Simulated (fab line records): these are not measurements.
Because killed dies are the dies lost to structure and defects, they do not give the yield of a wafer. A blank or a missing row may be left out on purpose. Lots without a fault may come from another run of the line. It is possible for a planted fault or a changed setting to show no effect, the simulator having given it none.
Which tool did it? | flow sky130 | Sampling: 13 lots, 39 wafers, 3 of 708 route steps

## WHAT THE GAUGES SHOWED, per wafer
SKY_LI_CONTACT_RS_MEAS_22: measures by four-point-probe.
lot  | measured     | on           | LI_CONTACT_W_RS (ohm/sq)
L269 | day 29 05:02 | filmMetro-04 | 0.287 0.284 0.292
L270 | day 29 23:37 | filmMetro-01 | 0.286 0.279 0.279
L272 | day 30 14:29 | filmMetro-02 | 0.281 0.294 0.293
L271 | day 30 16:56 | filmMetro-04 | 0.283 0.287 0.292
L273 | day 31 01:07 | filmMetro-04 | 0.294 0.294 0.289
L274 | day 31 08:49 | filmMetro-01 | 0.285 0.286 0.288
L280 | day 34 06:13 | filmMetro-04 | 0.338 0.331 0.334 0.338 0.331 0.334
L282 | day 34 08:07 | filmMetro-01 | 0.332 0.329 0.335 0.332 0.328 0.335
L285 | day 34 13:04 | filmMetro-02 | 0.281 0.283 0.283
L286 | day 34 18:05 | filmMetro-01 | 0.289 0.282 0.288
L287 | day 35 08:29 | filmMetro-01 | 0.292 0.282 0.285
L288 | day 35 10:42 | filmMetro-01 | 0.286 0.287 0.291
L292 | day 36 17:51 | filmMetro-02 | 0.290 0.286 0.288

SKY_LI_CONTACT_THK_MEAS_23: measures by xrf.
lot  | measured     | on           | LI_CONTACT_W_THK (nm)
L269 | day 29 05:08 | filmMetro-04 | 410 415 402
L270 | day 29 23:44 | filmMetro-01 | 403 415 411
L272 | day 30 14:35 | filmMetro-02 | 419 402 399
L271 | day 30 17:04 | filmMetro-04 | 418 411 405
L273 | day 31 01:13 | filmMetro-04 | 400 396 407
L274 | day 31 08:56 | filmMetro-01 | 406 407 405
L280 | day 34 10:19 | filmMetro-04 | 343 351 350 346 354 351
L282 | day 34 15:44 | filmMetro-01 | 348 352 346 351 348 343
L285 | day 34 13:11 | filmMetro-02 | 414 409 410
L286 | day 34 18:11 | filmMetro-01 | 399 407 398
L287 | day 35 08:35 | filmMetro-01 | 394 409 405
L288 | day 35 10:49 | filmMetro-01 | 405 400 400
L292 | day 36 17:56 | filmMetro-02 | 407 411 411

## WHAT TOOL EACH LOT RAN ON (gives the tool, then ch and the chambers of the sampled wafers, and finally the start)
lot  | SKY_LI_CONTACT_CVD_21
L269 | cvdW-01 ch 0,1, day 29 04:55
L270 | cvdW-02 ch 0,1, day 29 23:29
L272 | cvdW-01 ch 0,1, day 30 14:21
L271 | cvdW-01 ch 0,1, day 30 16:49
L273 | cvdW-01 ch 0, day 31 00:58
L274 | cvdW-02 ch 0,1, day 31 08:41
L280 | cvdW-01 ch 0, day 34 06:01
L282 | cvdW-01 ch 0, day 34 07:52
L285 | cvdW-02 ch 0, day 34 12:56
L286 | cvdW-02 ch 0,1, day 34 17:57
L287 | cvdW-02 ch 0,1, day 35 08:22
L288 | cvdW-02 ch 0,1, day 35 10:35
L292 | cvdW-01 ch 0,1, day 36 17:42
- SKY_LI_CONTACT_CVD_21: deposits W, target thk 400 nm, time 120.56 s.

## WHAT THE TOOLS THEMSELVES READ (means of the sampled wafers that have a number; where no wafer has one, the mark that the record gives instead)
SKY_LI_CONTACT_CVD_21.
lot  | tool    | chamberPressureTorr (Torr) | heaterPowerW (W)
L269 | cvdW-01 | 40.00                      | 954
L270 | cvdW-02 | 40.08                      | 821
L272 | cvdW-01 | 39.94                      | 978
L271 | cvdW-01 | 40.09                      | 948
L273 | cvdW-01 | 39.94                      | 961
L274 | cvdW-02 | 40.08                      | 834
L280 | cvdW-01 | 31.00                      | 956
L282 | cvdW-01 | 30.82                      | 959
L285 | cvdW-02 | 39.96                      | 879
L286 | cvdW-02 | 39.96                      | 785
L287 | cvdW-02 | 40.01                      | 841
L288 | cvdW-02 | 40.03                      | 825
L292 | cvdW-01 | 39.95                      | 961

## THE ANSWER, worked out from the rows above alone
Rule: what is usual is taken from the lots themselves. Put in order of their means at a reading, lots are off if they are a third of the lots or fewer, leave a main group of 4 or more, and stand apart from it by a gap of 3 or more times the standard deviation of the main group's means; of several such gaps the widest counts. A main group is skipped when, at the precision printed for the reading in the tables above, its means are all equal. A lot without any number at a reading at which 4 lots or more have one is off too. All remaining lots with rows at the step are treated as sound. The gauges are gone through in route order, then the tools' own readings, and for those a lot's mean is taken as printed above. The first step at which some lot is off is used, and at that step the reading that is off furthest; a lot without a number counts as furthest.
Off: at SKY_LI_CONTACT_RS_MEAS_22 (LI_CONTACT_W_RS), L280, L282. Main group: mean 0.287 ohm/sq, sd 0.0029.
If a tool, at a process step before that reading, ran all the lots that are off and no sound lot after the first of them, it fits. The gauges at SKY_LI_CONTACT_RS_MEAS_22 aren't tried: what is off there is off at SKY_LI_CONTACT_CVD_21 too, on other tools, and a gauge's error can't cause that. Not one of the candidates tried fits.

## WHAT THE SIMULATOR HAD PUT IN
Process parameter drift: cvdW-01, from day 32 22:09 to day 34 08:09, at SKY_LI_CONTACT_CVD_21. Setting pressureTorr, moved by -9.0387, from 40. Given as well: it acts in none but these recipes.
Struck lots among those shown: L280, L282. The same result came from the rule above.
